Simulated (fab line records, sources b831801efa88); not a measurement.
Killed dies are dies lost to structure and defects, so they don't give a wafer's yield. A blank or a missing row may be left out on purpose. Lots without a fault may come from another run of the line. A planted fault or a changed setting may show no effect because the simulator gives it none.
Chamber matching | flow sky130 | SKY_VIA2_ETCH_14 on rie_diel-01: 4 sister chambers
The step etches BARC in N2/H2, stops on SiO2, time 45.9 s, target depth 60 nm. 4 wafers are shown with their chamber, then 7 later ones without.

WAFERS WITH THEIR CHAMBER
wafer  | chamber | drypump_motor_current_A (A)
L515.2 | 2       | 5.4
L515.3 | 1       | 5.7
L521.1 | 0       | 5.6
L521.2 | 3       | 5.6

WAFERS WITHOUT THEIR CHAMBER
wafer  | drypump_motor_current_A (A)
L521.5 | 5.5
L522.2 | 5.5
L522.3 | 5.7
L522.5 | 5.6
L526.1 | 5.7
L526.2 | 5.6
L526.3 | 5.6

WHICH CHAMBER EACH WENT THROUGH
wafer  | from the rows above               | in truth
L521.5 | can't be placed: 0 or 2 or 3 or 1 | 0
L522.2 | can't be placed: 0 or 2 or 3 or 1 | 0
L522.3 | can't be placed: 1 or 0 or 3      | 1
L522.5 | can't be placed: 0 or 3 or 1      | 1
L526.1 | can't be placed: 1 or 0 or 3      | 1
L526.2 | can't be placed: 0 or 3 or 1      | 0
L526.3 | can't be placed: 0 or 3 or 1      | 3
Placed correctly: 0 of 7. Can't be placed from these rows: 7 (the true chamber is among the candidates in 7). Placed wrongly: 0.
How it was worked out, from the rows above alone: a wafer's distance from a chamber is the root of the sum, over the readings, of the square of ((its reading less the chamber's mean) divided by the reading's scatter). The wafer belongs to the nearest chamber; if the next one is less than 2 further off, it can't be placed. A chamber's mean is the mean of its shown wafers. The scatter: with one shown wafer a chamber, the root of the mean of the squares of how far each hidden wafer lies from its nearest shown one.
